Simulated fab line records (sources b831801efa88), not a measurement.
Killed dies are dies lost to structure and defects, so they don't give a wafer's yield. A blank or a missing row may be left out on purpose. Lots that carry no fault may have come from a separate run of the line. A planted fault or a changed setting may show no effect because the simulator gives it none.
Which tool did it? | flow gf180mcu | 13 lots, 39 wafers sampled, at 5 steps of a route of 602

## WHAT THE GAUGES READ, wafer by wafer
GF_LVPWELL_TW_MEAS_11. Usual: LVPWELL_TW gives 558 (standard deviation 4.6).
lot  | measured    | on            | LVPWELL_TW  | flag
L433 | day 3 21:20 | film metro-02 | 555 557 557 |
L434 | day 4 03:26 | film metro-01 | 553 554 552 |
L435 | day 4 06:19 | film metro-02 | 555 555 556 |
L436 | day 4 12:29 | film metro-02 | 557 558 556 |
L437 | day 4 19:14 | film metro-04 | 565 564 563 |
L438 | day 5 00:56 | film metro-04 | 560 562 561 |
L440 | day 5 12:10 | film metro-02 | 554 554 554 |
L442 | day 5 22:14 | film metro-02 | 552 554 554 |
L446 | day 6 22:14 | film metro-04 | 562 561 562 |
L447 | day 7 02:41 | film metro-04 | 563 557 560 |
L449 | day 7 15:37 | film metro-02 | 556 556 555 |
L453 | day 8 13:34 | film metro-04 | 565 566 569 |
L454 | day 8 17:29 | film metro-04 | 564 563 565 |

GF_MVSD_OVL_MEAS_07. Usual: MVSD_OVL gives -0.2 nm (standard deviation 1.2).
lot  | measured    | on         | MVSD_OVL (nm)  | flag
L433 | day 4 09:48 | overlay-02 | -0.3 -0.6 -0.6 |
L434 | day 4 16:09 | overlay-02 | 0.0 -0.6 -0.5  |
L435 | day 4 19:08 | overlay-02 | -3.6 -1.3 -2.0 |
L436 | day 5 02:29 | overlay-02 | 0.6 0.0 -1.2   |
L437 | day 5 09:44 | overlay-01 | 1.6 2.0 0.7    |
L438 | day 5 15:29 | overlay-02 | 2.5 0.9 0.5    |
L440 | day 6 02:44 | overlay-02 | 0.3 -1.2 0.1   |
L442 | day 6 12:51 | overlay-02 | -1.0 -1.1 0.5  |
L446 | day 7 14:14 | overlay-02 | -1.5 -2.0 -0.4 |
L447 | day 7 17:46 | overlay-02 | -0.9 0.5 -0.7  |
L449 | day 8 07:23 | overlay-02 | 1.1 2.0 1.1    |
L453 | day 9 05:38 | overlay-02 | -0.2 -1.1 -2.1 |
L454 | day 9 10:30 | overlay-02 | 0.5 1.7 0.6    |

GF_VT_IMPLANT_OVL_MEAS_40. Usual: VT_IMPLANT_03_OVL gives -0.1 nm (standard deviation 1.2).
lot  | measured     | on         | VT_IMPLANT_03_OVL (nm) | flag
L433 | day 7 13:06  | overlay-02 | -1.0 -1.0 1.0          |
L434 | day 7 19:39  | overlay-01 | -1.3 0.3 -1.5          |
L435 | day 7 22:47  | overlay-01 | 2.7 2.9 1.2            |
L436 | day 8 06:27  | overlay-02 | 0.1 0.7 -2.1           |
L437 | day 8 14:59  | overlay-01 | 0.1 -0.7 -0.8          |
L438 | day 8 22:03  | overlay-02 | 0.0 -0.5 -0.3          |
L440 | day 9 10:53  | overlay-02 | -1.1 -0.4 0.8          |
L442 | day 9 23:30  | overlay-01 | 1.3 1.5 1.4            |
L446 | day 11 06:17 | overlay-02 | -155.5 -154.8 -155.0   | OFF
L447 | day 11 08:30 | overlay-01 | -156.1 -157.8 -155.5   | OFF
L449 | day 12 01:27 | overlay-02 | 0.0 0.0 0.9            |
L453 | day 13 02:23 | overlay-01 | -0.4 0.2 -0.6          |
L454 | day 13 09:54 | overlay-01 | 0.3 -2.0 0.3           |

## WHICH TOOL RAN EACH LOT (tool, then ch and the chambers of the sampled wafers, then the start)
lot  | GF_VT_IMPLANT_STRIP_31               | GF_VT_IMPLANT_EXPOSE_37
L433 | plasma asher-02 ch 0,1, day 6 21:35  | iline stepper-01 ch 0, day 7 05:07
L434 | plasma asher-01 ch 0,1, day 7 03:34  | iline stepper-02 ch 0, day 7 11:55
L435 | plasma asher-02 ch 0,1, day 7 06:50  | iline stepper-02 ch 0, day 7 14:50
L436 | plasma asher-01 ch 0,1, day 7 14:26  | iline stepper-01 ch 0, day 7 22:35
L437 | plasma asher-01 ch 0,1, day 7 22:41  | iline stepper-01 ch 0, day 8 06:53
L438 | plasma asher-01 ch 0,1, day 8 05:29  | iline stepper-02 ch 0, day 8 14:02
L440 | plasma asher-03 ch 0, day 8 17:44    | iline stepper-02 ch 0, day 9 02:11
L442 | plasma asher-02 ch 0,1, day 9 06:08  | iline stepper-02 ch 0, day 9 15:14
L446 | plasma asher-02 ch 0,1, day 10 11:41 | iline stepper-01 ch 0, day 10 21:23
L447 | plasma asher-03 ch 0,1, day 10 14:22 | iline stepper-01 ch 0, day 10 23:47
L449 | plasma asher-01 ch 0,1, day 11 07:08 | iline stepper-02 ch 0, day 11 16:29
L453 | plasma asher-01 ch 0,1, day 12 07:37 | iline stepper-02 ch 0, day 12 17:13
L454 | plasma asher-01 ch 0,1, day 12 14:04 | iline stepper-02 ch 0, day 12 23:56
- GF_VT_IMPLANT_STRIP_31: strips in O2/N2.
- GF_VT_IMPLANT_EXPOSE_37: exposes mask Nwell HV AREA, target cd 860 nm.

## AS READ BY THE TOOLS THEMSELVES (means over the sampled wafers that have a number; for cases with no such wafer, the mark the record gives instead)
GF_VT_IMPLANT_STRIP_31. Usual: drypump motor current A 5.71 A, standard deviation 0.28; heater power w 308 W, standard deviation 39; oes product au 0.711 a.u., standard deviation 0.0044; strip time to endpoint s 12.72 s, standard deviation 0.036.
lot  | tool            | drypump motor current A (A) | heater power w (W) | oes product au (a.u.) | strip time to endpoint s (s) | flag
L433 | plasma asher-02 | 5.91                        | 294                | 0.709                 | 12.73                        |
L434 | plasma asher-01 | 5.75                        | 328                | 0.710                 | 12.67                        |
L435 | plasma asher-02 | 5.87                        | 328                | 0.713                 | 12.69                        |
L436 | plasma asher-01 | 5.52                        | 297                | 0.713                 | 12.68                        |
L437 | plasma asher-01 | 5.54                        | 300                | 0.715                 | 12.74                        |
L438 | plasma asher-01 | 5.51                        | 299                | 0.711                 | 12.72                        |
L440 | plasma asher-03 | 5.41                        | 265                | 0.712                 | 12.73                        |
L442 | plasma asher-02 | 5.88                        | 320                | 0.716                 | 12.68                        |
L446 | plasma asher-02 | 5.86                        | 321                | 0.711                 | 12.67                        |
L447 | plasma asher-03 | 5.55                        | 290                | 0.711                 | 12.74                        |
L449 | plasma asher-01 | 5.53                        | 301                | 0.712                 | 12.73                        |
L453 | plasma asher-01 | 5.53                        | 300                | 0.709                 | 12.77                        |
L454 | plasma asher-01 | 5.76                        | 326                | 0.710                 | 12.73                        |

GF_VT_IMPLANT_EXPOSE_37. Usual: exposure dose mJ cm2 139.98, standard deviation 0.16; stage vel mm s 500.05 mm/s, standard deviation 0.26.
lot  | tool             | exposure dose mJ cm2 | stage vel mm s (mm/s) | flag
L433 | iline stepper-01 | 140.09               | 500.14                |
L434 | iline stepper-02 | 139.92               | 500.18                |
L435 | iline stepper-02 | 139.85               | 499.69                |
L436 | iline stepper-01 | 140.06               | 500.04                |
L437 | iline stepper-01 | 140.07               | 500.11                |
L438 | iline stepper-02 | 140.04               | 500.10                |
L440 | iline stepper-02 | 139.82               | 500.13                |
L442 | iline stepper-02 | 140.18               | 499.74                |
L446 | iline stepper-01 | 140.04               | 499.80                |
L447 | iline stepper-01 | 139.93               | 500.27                |
L449 | iline stepper-02 | 139.81               | 500.21                |
L453 | iline stepper-02 | 139.98               | 500.24                |
L454 | iline stepper-02 | 139.90               | 499.82                |

## THE ANSWER, worked out from the rows above alone
Rule: lot off if the mean of its wafers having a number is beyond 3 standard deviations from the usual mean. Also off: a lot with no number at a reading for which 4 or more lots have one. Any other lot the step has rows for is counted as sound. After the gauges, taken in route order, come the tools' own readings; for these a lot's mean is taken, as printed above. The first step at which some lot is off is used, and at that step the reading that is off furthest; a lot without a number counts as furthest.
Off: L446, L447, seen at GF_VT_IMPLANT_OVL_MEAS_40 (VT_IMPLANT_03_OVL).
If a tool, at a process step before that reading, ran all the lots that are off and no sound lot after the first of them, it fits. Those tools and the gauges at GF_VT_IMPLANT_OVL_MEAS_40 are tried in the same way. One fits: iline stepper-01 at GF_VT_IMPLANT_EXPOSE_37. A fault onset in the window from L437 (day 8 06:53, its last sound lot) to L446 (day 10 21:23, its first lot off) fits.

## WHAT THE SIMULATOR PUT IN
Scanner matching overlay: iline stepper-01, from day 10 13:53 on, at GF_VT_IMPLANT_EXPOSE_37. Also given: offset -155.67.
Struck lots among those shown: L446, L447. The rule given above showed the same thing.
